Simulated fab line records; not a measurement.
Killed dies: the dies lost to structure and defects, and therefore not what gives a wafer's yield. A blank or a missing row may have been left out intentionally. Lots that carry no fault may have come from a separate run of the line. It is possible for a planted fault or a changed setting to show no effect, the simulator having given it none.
Problem report, 8D (eight disciplines) form, completed by code    flow gf180mcu    the parts of the form that need people (team, actions taken, sign-off) are left out

== 1. THE PROBLEM ==
LVPWELL_RS at GF_VT_IMPLANT_RS_MEAS_48 reads a mean of 1222.0 ohm/sq on 9 wafers of 3 lots; wafers without a fault read 1196.7 ohm/sq with a standard deviation of 3. That is +8.4 standard deviations from the usual mean.
The step: measures by four-point-probe.
Seen first at day 11 13:44 on film_metro-04, wafer L961.2. The record has a number at this step for 41 wafers belonging to 14 lots. Rule for "out", or "out of limits": more than 4 standard deviations from the usual mean. The rest of the wafers with a number are treated as sound.

== 2. WHAT IT IS AND WHAT IT IS NOT ==
question                     is                            is not
which readings at this step  LVPWELL_RS                    -
which lots                   L961, L965, L967              L947, L950, L952, L953, L955, L956, L957, L958, L959, L960, L962
which wafers of those lots   all that have a number        -
read on which gauges         film_metro-03, film_metro-04  film_metro-01
when                         from day 11 13:44             up to then (29 sound wafers); but 3 sound wafers of L962 came after

== 3. THE SUSPECTS, EACH WITH WHAT RULES IT OUT ==
Counting: a tool at a process step up to the reading stays a suspect if it ran every lot that is out and no sound lot after the first of them.
- the gauge at GF_VT_IMPLANT_RS_MEAS_48 is ruled out. The wafers that are out were read on 2 gauges (film_metro-03, film_metro-04).
- implanter-02 at GF_LVPWELL_IMPLANT_09: kept. It ran every lot that is out, first L961 (day 7 04:37), and no sound lot after that; its last sound lot up to then is L960 (day 6 21:35). Its own dose_ions_cm2 readings are out on those wafers.
The count leaves implanter-02 at GF_LVPWELL_IMPLANT_09.

== 4. THE CAUSE (what the simulator had put in) ==
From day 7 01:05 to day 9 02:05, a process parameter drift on implanter-02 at GF_LVPWELL_IMPLANT_09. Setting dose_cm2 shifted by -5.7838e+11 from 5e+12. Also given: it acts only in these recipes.
This tool alone remained once counting was done.

== 5. SEQUENCE OF EFFECTS, ordered by route ==
One row per reading whose mean, taken over the struck wafers that have a number, lies over 3 standard deviations from the usual. Scope: only readings with a usual standard deviation given in the record; hours: median across lots of the time from each lot's start at the first step in this table that gives one to its start at this step; sigmas: change in usual standard deviations.
hours  step                      reading             usual          on struck wafers  change  sigmas
0      GF_LVPWELL_IMPLANT_09     dose_ions_cm2       5e+12          4e+12             -6e+11  -99 or more
0      GF_LVPWELL_IMPLANT_09     faraday_current_uA  28.2           25.2              -3.0    -5.3
110    GF_VT_IMPLANT_RS_MEAS_48  LVPWELL_RS          1196.7 ohm/sq  1222.0            +25.3   +8.4
It contains these process steps:
- GF_LVPWELL_IMPLANT_09
Later measuring or inspecting steps at which every struck wafer that the step has a row for has a number for every such reading, and none has moved that far: GF_PSD_CD_MEAS_07, GF_SAB_CD_MEAS_09.

== 6. HOW IT WOULD HAVE BEEN CAUGHT EARLIER ==
In this record the first reading out of limits at a measuring or inspecting step was taken at day 11 13:44, 109 hours after the fault began at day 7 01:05.
Tool's own readings at GF_LVPWELL_IMPLANT_09, dose_ions_cm2: out on all struck wafers the step has rows for; an alarm limit on them would have tripped on the first.
By day 11 13:44 the whole set of lots that are out, 3 in number, had already begun GF_LVPWELL_IMPLANT_09 on implanter-02. Had the tool been put on hold then, not one of them would have been saved.
